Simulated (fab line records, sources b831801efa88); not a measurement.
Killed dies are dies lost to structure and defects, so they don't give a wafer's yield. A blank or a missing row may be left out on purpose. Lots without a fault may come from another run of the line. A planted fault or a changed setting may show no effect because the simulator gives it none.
A struck lot beside a sound one | flow sfq_line | 28 steps out of a route of 325
Sound: wafers L643.1, L643.3, L643.5. Struck: wafer L632.4. (L632.3, L632.6 of the same lot were not struck and are left out.) The cause comes at the end.
At each step with rows: each side's tool, then ch and its chambers, then its first start. Under that, the readings that differ: sound wafers | struck wafers | difference of the means | sigmas: that difference in standard deviations of wafers without a fault.
alike: readings whose means differ by less than 2 such deviations, and words and numbers that are the same on both sides. not compared: withheld readings, readings that some wafer has no value for, bounds like >300 that may hide the same value, and numbers for which the record gives no deviation and whose values overlap.
The two part at a step that has a row with sigmas, a row that says differs or no value, or rows on one side only. Numbers that don't overlap but have no deviation are shown without sigmas and don't part them. A reading that every wafer of one side lacks parts them only if that side has two wafers or more.

first, 6 steps without rows for these wafers: SFQ_TRILAYER_M3_LITHO_COAT_080 (resist thk 62 nm); SFQ_TRILAYER_M3_LITHO_COAT_075 (resist thk 600 nm); SFQ_TRILAYER_M3_LITHO_SOFTBAKE_079; SFQ_TRILAYER_M3_LITHO_EXPOSE_076 (exposes mask M3, target cd 500 nm); SFQ_TRILAYER_M3_LITHO_PEB_078 (peb time 60 s); SFQ_TRILAYER_M3_LITHO_DEVELOP_077 (time 60 s).
SFQ_M3_OVL_MEAS_921:
  sound on overlay-02, day 43 13:47; struck on overlay-01, day 40 21:11
  alike: M3_OVL
then, 1 step without rows for these wafers: SFQ_TRILAYER_M3_BARC_OPEN_METAL_ETCH_100 (etches BARC in O2, target depth 125 nm, time 41.7 s).
SFQ_TRILAYER_M3_ETCH_METAL_ETCH_078: etches Nb in Cl2/Ar, stops on SiO2, target depth 240 nm, time 120 s.
  sound on rie_metal-02 ch 0,1, day 43 13:53; struck on rie_metal-04 ch 0, day 40 21:19
  alike: drypump_motor_current_A, oes_product_au
  not compared: rf_hours_counter_h
SFQ_TRILAYER_M3_STRIP_STRIP_079: strips in O2.
  sound on rie_metal-02 ch 0,1, day 43 14:00; struck on rie_metal-04 ch 0, day 40 21:36
  alike: drypump_motor_current_A, oes_product_au
  not compared: rf_hours_counter_h
then, 1 step without rows for these wafers: SFQ_TRILAYER_M3_STRIP_SOLV_CLEAN_080 (cleans in NMP, time 600 s).
SFQ_TRILAYER_I3_DEP_PECVD_081: deposits SiO2 from SiH4/N2O, time 111.11 s, target thk 500 nm.
  sound on pecvd-04 ch 0,1,2, day 43 14:47; struck on pecvd-01 ch 0, day 40 22:11
  reading                | sound          | struck | difference | sigmas
  throttle_valve_pct (%) | 27.2 24.2 25.9 | 21.8   | -4.0       | -3
  alike: heater_power_w
SFQ_TRILAYER_I3_CMP_CMP_082: polishes SiO2.
  sound on cmp-01 ch 1,3, day 43 23:56; struck on cmp-02 ch 0, day 41 05:58
  reading                                             | sound             | struck | difference | sigmas
  time_to_endpoint_s (s)                              | 232 217 228       | 188    | -38        | -3
  model.SiO2_of_TRILAYER_I3_DEP_PECVD_081.thk_nm (nm) | 200.9 200.6 199.9 | 219.7  | +19.2      |
  alike: motor_current_A, slurry_filter_dp_kPa
SFQ_I3_BOW_MEAS_922:
  sound on film_metro-03, day 44 02:26; struck on film_metro-01, day 41 08:01
  alike: I3_BOW
SFQ_TRILAYER_I3_METRO_MEASURE_083:
  sound on film_metro-03, day 44 02:34; struck on film_metro-01, day 41 08:29
  reading     | sound             | struck | difference | sigmas
  thk_nm (nm) | 200.8 200.5 199.9 | 219.7  | +19.3      | +15
then, 6 steps without rows for these wafers: SFQ_TRILAYER_I3_VIA_LITHO_COAT_090 (resist thk 62 nm); SFQ_TRILAYER_I3_VIA_LITHO_COAT_085 (resist thk 650 nm); SFQ_TRILAYER_I3_VIA_LITHO_SOFTBAKE_089; SFQ_TRILAYER_I3_VIA_LITHO_EXPOSE_086 (exposes mask I3, target cd 500 nm); SFQ_TRILAYER_I3_VIA_LITHO_PEB_088 (peb time 60 s); SFQ_TRILAYER_I3_VIA_LITHO_DEVELOP_087 (time 60 s).
SFQ_I3_OVL_MEAS_923:
  sound on overlay-02, day 44 23:16; struck on overlay-01, day 41 11:34
  alike: I3_OVL
then, 1 step without rows for these wafers: SFQ_TRILAYER_I3_VIA_BARC_OPEN_VIA_ETCH_121 (etches BARC in O2, target depth 125 nm, time 41.7 s).
SFQ_TRILAYER_I3_VIA_ETCH_VIA_ETCH_088: etches SiO2 in CHF3, stops on Nb, target depth 260 nm.
  sound on rie_diel-03 ch 0,2, day 44 23:20; struck on rie_diel-03 ch 2, day 41 11:37
  reading                        | sound             | struck | difference | sigmas
  oes_product_au (a.u.)          | 0.851 0.855 0.859 | 0.907  | +0.052     | +10
  model.I3.feature_depth_nm (nm) | 200.9 200.6 199.9 | 219.7  | +19.2      |
  model.etch.depth_nm (nm)       | 200.9 200.6 199.9 | 219.7  | +19.2      |
  alike: drypump_motor_current_A
SFQ_TRILAYER_I3_VIA_STRIP_STRIP_089: strips in O2.
  sound on rie_metal-04 ch 0,1, day 44 23:26; struck on rie_metal-04 ch 1, day 41 11:56
  alike: drypump_motor_current_A, oes_product_au
  not compared: rf_hours_counter_h
then, 1 step without rows for these wafers: SFQ_TRILAYER_I3_VIA_STRIP_SOLV_CLEAN_090 (cleans in NMP, time 600 s).
SFQ_TRILAYER_M4_DEP_PRE_CLEAN_092: time 22.5 s.
  sound on pvd_sputter-06, day 45 00:13; struck on pvd_sputter-04, day 41 12:31
  reading                                             | sound             | struck | difference | sigmas
  model.SiO2_of_TRILAYER_I3_DEP_PECVD_081.thk_nm (nm) | 193.4 193.1 192.4 | 212.2  | +19.2      |
SFQ_TRILAYER_M4_DEP_SPUTTER_091: material Nb, target thk 200 nm, time 133.3 s.
  sound on pvd_sputter-06, day 45 00:15; struck on pvd_sputter-04, day 41 12:32
  alike: throttle_valve_pct

WHERE THEY PART
First at SFQ_TRILAYER_I3_DEP_PECVD_081; last, within this record, at SFQ_TRILAYER_I3_VIA_ETCH_VIA_ETCH_088. Later steps at which nothing parts them and some readings are alike: SFQ_TRILAYER_I3_VIA_STRIP_STRIP_089, SFQ_TRILAYER_M4_DEP_SPUTTER_091.

WHY: what the simulator had put in
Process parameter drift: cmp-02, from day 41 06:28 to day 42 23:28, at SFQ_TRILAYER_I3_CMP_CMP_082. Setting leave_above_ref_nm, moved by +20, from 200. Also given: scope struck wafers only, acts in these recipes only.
